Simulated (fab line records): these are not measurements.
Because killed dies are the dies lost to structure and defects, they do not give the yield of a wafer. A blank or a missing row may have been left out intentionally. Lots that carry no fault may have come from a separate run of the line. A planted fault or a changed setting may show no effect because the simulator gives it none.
What tool caused it? / flow sky130 / Sampling: 15 lots, 42 wafers, 4 of 708 route steps

== WHAT THE GAUGES READ, wafer by wafer ==
SKY_FIELD_ISO_CD_MEAS_13 targets a cd of 150 nm. Usual: cd_nm reads 150.0 nm (standard deviation 1.4).
lot=L397; measured=day 2 12:33; on=cd_sem-01; cd_nm (nm)=149.1 148.2 148.3; flag=
lot=L399; measured=day 2 19:56; on=cd_sem-02; cd_nm (nm)=150.7 149.5 150.5; flag=
lot=L401; measured=day 3 10:53; on=cd_sem-02; cd_nm (nm)=151.7 150.7 150.3; flag=
lot=L402; measured=day 3 11:01; on=cd_sem-01; cd_nm (nm)=152.7 151.0 151.0; flag=
lot=L403; measured=day 3 19:04; on=cd_sem-01; cd_nm (nm)=148.4 148.6 150.4; flag=
lot=L404; measured=day 4 00:52; on=cd_sem-02; cd_nm (nm)=147.8 148.8 149.0; flag=
lot=L405; measured=day 4 06:28; on=cd_sem-01; cd_nm (nm)=151.4 151.2 151.2; flag=
lot=L407; measured=day 4 15:51; on=cd_sem-02; cd_nm (nm)=149.0 148.7; flag=
lot=L408; measured=day 4 22:43; on=cd_sem-01; cd_nm (nm)=148.2 148.7; flag=
lot=L409; measured=day 5 01:07; on=cd_sem-01; cd_nm (nm)=150.7 149.8; flag=
lot=L415; measured=day 6 10:43; on=cd_sem-01; cd_nm (nm)=150.2 150.4 150.6; flag=
lot=L416; measured=day 6 14:55; on=cd_sem-01; cd_nm (nm)=152.0 151.9 151.3; flag=
lot=L417; measured=day 6 18:42; on=cd_sem-02; cd_nm (nm)=149.7 148.7 148.7; flag=
lot=L418; measured=day 6 23:07; on=cd_sem-01; cd_nm (nm)=148.0 148.1 148.9; flag=
lot=L419; measured=day 7 04:37; on=cd_sem-02; cd_nm (nm)=150.3 150.3 150.0; flag=

SKY_VT_ADJUST_LVTN_TW_MEAS_10. Usual: VT_ADJUST_LVTN_TW gives 241.1 (standard deviation 2.4).
lot=L397; measured=day 7 18:34; on=film_metro-03; VT_ADJUST_LVTN_TW=239.1 237.0 238.5; flag=
lot=L399; measured=day 7 19:16; on=film_metro-03; VT_ADJUST_LVTN_TW=237.7 238.2 237.9; flag=
lot=L401; measured=day 8 21:59; on=film_metro-01; VT_ADJUST_LVTN_TW=241.7 243.1 243.5; flag=
lot=L402; measured=day 8 20:55; on=film_metro-04; VT_ADJUST_LVTN_TW=242.8 241.8 241.6; flag=
lot=L403; measured=day 8 21:16; on=film_metro-01; VT_ADJUST_LVTN_TW=242.7 242.9 244.3; flag=
lot=L404; measured=day 9 04:43; on=film_metro-01; VT_ADJUST_LVTN_TW=242.2 242.6 243.4; flag=
lot=L405; measured=day 9 09:28; on=film_metro-03; VT_ADJUST_LVTN_TW=240.0 241.3 240.9; flag=
lot=L407; measured=day 9 22:19; on=film_metro-03; VT_ADJUST_LVTN_TW=241.0 238.4; flag=
lot=L408; measured=day 10 08:32; on=film_metro-04; VT_ADJUST_LVTN_TW=241.9 243.0; flag=
lot=L409; measured=day 10 15:02; on=film_metro-01; VT_ADJUST_LVTN_TW=244.0 244.3; flag=
lot=L415; measured=day 12 03:00; on=film_metro-03; VT_ADJUST_LVTN_TW=237.7 236.2 236.6; flag=
lot=L416; measured=day 12 09:49; on=film_metro-03; VT_ADJUST_LVTN_TW=238.1 236.1 238.0; flag=
lot=L417; measured=day 12 15:26; on=film_metro-03; VT_ADJUST_LVTN_TW=236.8 237.2 237.2; flag=
lot=L418; measured=day 12 19:01; on=film_metro-04; VT_ADJUST_LVTN_TW=241.5 241.2 242.1; flag=
lot=L419; measured=day 13 01:44; on=film_metro-03; VT_ADJUST_LVTN_TW=238.7 239.0 239.4; flag=

SKY_VT_ADJUST_LVTN_OVL_MEAS_18. Usual: VT_ADJUST_LVTN_01_OVL gives -0.3 nm (standard deviation 1.4).
lot=L397; measured=day 8 14:38; on=overlay-02; VT_ADJUST_LVTN_01_OVL (nm)=-2.7 -2.1 -1.2; flag=
lot=L399; measured=day 8 16:04; on=overlay-02; VT_ADJUST_LVTN_01_OVL (nm)=-1.0 0.8 1.1; flag=
lot=L401; measured=day 9 19:10; on=overlay-02; VT_ADJUST_LVTN_01_OVL (nm)=-2.9 -2.1 -1.6; flag=
lot=L402; measured=day 9 17:41; on=overlay-01; VT_ADJUST_LVTN_01_OVL (nm)=-1.0 -1.1 -1.7; flag=
lot=L403; measured=day 9 17:59; on=overlay-02; VT_ADJUST_LVTN_01_OVL (nm)=-0.1 -0.5 1.8; flag=
lot=L404; measured=day 10 01:38; on=overlay-02; VT_ADJUST_LVTN_01_OVL (nm)=-1.9 -2.7 -0.9; flag=
lot=L405; measured=day 10 06:55; on=overlay-02; VT_ADJUST_LVTN_01_OVL (nm)=-0.2 -0.7 -0.2; flag=
lot=L407; measured=day 10 21:04; on=overlay-01; VT_ADJUST_LVTN_01_OVL (nm)=-3.7 -1.5; flag=
lot=L408; measured=day 11 07:26; on=overlay-01; VT_ADJUST_LVTN_01_OVL (nm)=-0.4 0.1; flag=
lot=L409; measured=day 11 13:45; on=overlay-01; VT_ADJUST_LVTN_01_OVL (nm)=3.1 -0.1; flag=
lot=L415; measured=day 13 03:36; on=overlay-01; VT_ADJUST_LVTN_01_OVL (nm)=0.5 0.1 2.2; flag=
lot=L416; measured=day 13 10:56; on=overlay-02; VT_ADJUST_LVTN_01_OVL (nm)=0.2 -0.5 -1.0; flag=
lot=L417; measured=day 13 15:58; on=overlay-02; VT_ADJUST_LVTN_01_OVL (nm)=-0.8 1.0 -1.5; flag=
lot=L418; measured=day 13 19:57; on=overlay-02; VT_ADJUST_LVTN_01_OVL (nm)=0.8 -0.7 -0.1; flag=
lot=L419; measured=day 14 03:18; on=overlay-02; VT_ADJUST_LVTN_01_OVL (nm)=1.2 -0.2 0.9; flag=

== WHAT TOOL EACH LOT RAN ON (gives the tool, then ch and the chambers of the sampled wafers, and finally the start) ==
lot=L397; SKY_VT_ADJUST_HVTP_SOFTBAKE_03=litho_track-02 ch 0, day 6 12:24
lot=L399; SKY_VT_ADJUST_HVTP_SOFTBAKE_03=litho_track-04 ch 0, day 6 13:01
lot=L401; SKY_VT_ADJUST_HVTP_SOFTBAKE_03=litho_track-02 ch 0, day 7 15:00
lot=L402; SKY_VT_ADJUST_HVTP_SOFTBAKE_03=litho_track-01 ch 0, day 7 13:05
lot=L403; SKY_VT_ADJUST_HVTP_SOFTBAKE_03=litho_track-01 ch 0, day 7 14:02
lot=L404; SKY_VT_ADJUST_HVTP_SOFTBAKE_03=litho_track-04 ch 0, day 7 20:35
lot=L405; SKY_VT_ADJUST_HVTP_SOFTBAKE_03=litho_track-02 ch 0, day 8 01:55
lot=L407; SKY_VT_ADJUST_HVTP_SOFTBAKE_03=litho_track-02 ch 0, day 8 15:45
lot=L408; SKY_VT_ADJUST_HVTP_SOFTBAKE_03=litho_track-02 ch 0, day 9 00:04
lot=L409; SKY_VT_ADJUST_HVTP_SOFTBAKE_03=litho_track-02 ch 0, day 9 06:25
lot=L415; SKY_VT_ADJUST_HVTP_SOFTBAKE_03=litho_track-04 ch 0, day 10 16:36
lot=L416; SKY_VT_ADJUST_HVTP_SOFTBAKE_03=litho_track-01 ch 0, day 10 21:13
lot=L417; SKY_VT_ADJUST_HVTP_SOFTBAKE_03=litho_track-01 ch 0, day 11 02:17
lot=L418; SKY_VT_ADJUST_HVTP_SOFTBAKE_03=litho_track-04 ch 0, day 11 06:26
lot=L419; SKY_VT_ADJUST_HVTP_SOFTBAKE_03=litho_track-04 ch 0, day 11 13:33
- SKY_VT_ADJUST_HVTP_SOFTBAKE_03: time 60 s.

== AS READ BY THE TOOLS THEMSELVES (means over the sampled wafers that have a number; for cases with no such wafer, the mark the record gives instead) ==
SKY_VT_ADJUST_HVTP_SOFTBAKE_03. Usual: run_length_s reads 89.17 s (standard deviation 0.17).
lot=L397; tool=litho_track-02; run_length_s (s)=89.41; flag=
lot=L399; tool=litho_track-04; run_length_s (s)=89.02; flag=
lot=L401; tool=litho_track-02; run_length_s (s)=89.21; flag=
lot=L402; tool=litho_track-01; run_length_s (s)=88.98; flag=
lot=L403; tool=litho_track-01; run_length_s (s)=89.06; flag=
lot=L404; tool=litho_track-04; run_length_s (s)=89.10; flag=
lot=L405; tool=litho_track-02; run_length_s (s)=89.33; flag=
lot=L407; tool=litho_track-02; run_length_s (s)=99.65; flag=OFF
lot=L408; tool=litho_track-02; run_length_s (s)=94.67; flag=OFF
lot=L409; tool=litho_track-02; run_length_s (s)=94.44; flag=OFF
lot=L415; tool=litho_track-04; run_length_s (s)=89.17; flag=
lot=L416; tool=litho_track-01; run_length_s (s)=89.11; flag=
lot=L417; tool=litho_track-01; run_length_s (s)=88.98; flag=
lot=L418; tool=litho_track-04; run_length_s (s)=89.05; flag=
lot=L419; tool=litho_track-04; run_length_s (s)=89.02; flag=

== THE ANSWER, worked out from the rows above alone ==
Rule: lot off if the mean of its wafers having a number is beyond 3 standard deviations from the usual mean. A lot without any number at a reading at which 4 lots or more have one is off too. Any other lot the step has rows for is counted as sound. The gauges are gone through in route order, then the tools' own readings, and for those a lot's mean is taken as printed above. At the first step where some lot is off, the reading lying furthest off is the one used; lots without a number count as furthest.
Off: L407, L408, L409, at SKY_VT_ADJUST_HVTP_SOFTBAKE_03 (run_length_s).
A tool fits if, at that step or a process step before it, it ran every lot that is off, and no sound lot after the first of them. One candidate fits, namely litho_track-02 at SKY_VT_ADJUST_HVTP_SOFTBAKE_03. A fault onset in the window from L405 (day 8 01:55, its last sound lot) to L407 (day 8 15:45, its first lot off) fits.
On the lots that are off, the tool's own readings at SKY_VT_ADJUST_HVTP_SOFTBAKE_03 differ by more than 5 times the standard deviation of the sound lots' means, which bears it out; run_length_s reads 96.25 s there versus 89.12 s on the sound lots.

== WHAT THE SIMULATOR HAD PUT IN ==
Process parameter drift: litho_track-02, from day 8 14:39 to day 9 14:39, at SKY_VT_ADJUST_HVTP_SOFTBAKE_03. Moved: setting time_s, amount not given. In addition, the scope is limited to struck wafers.
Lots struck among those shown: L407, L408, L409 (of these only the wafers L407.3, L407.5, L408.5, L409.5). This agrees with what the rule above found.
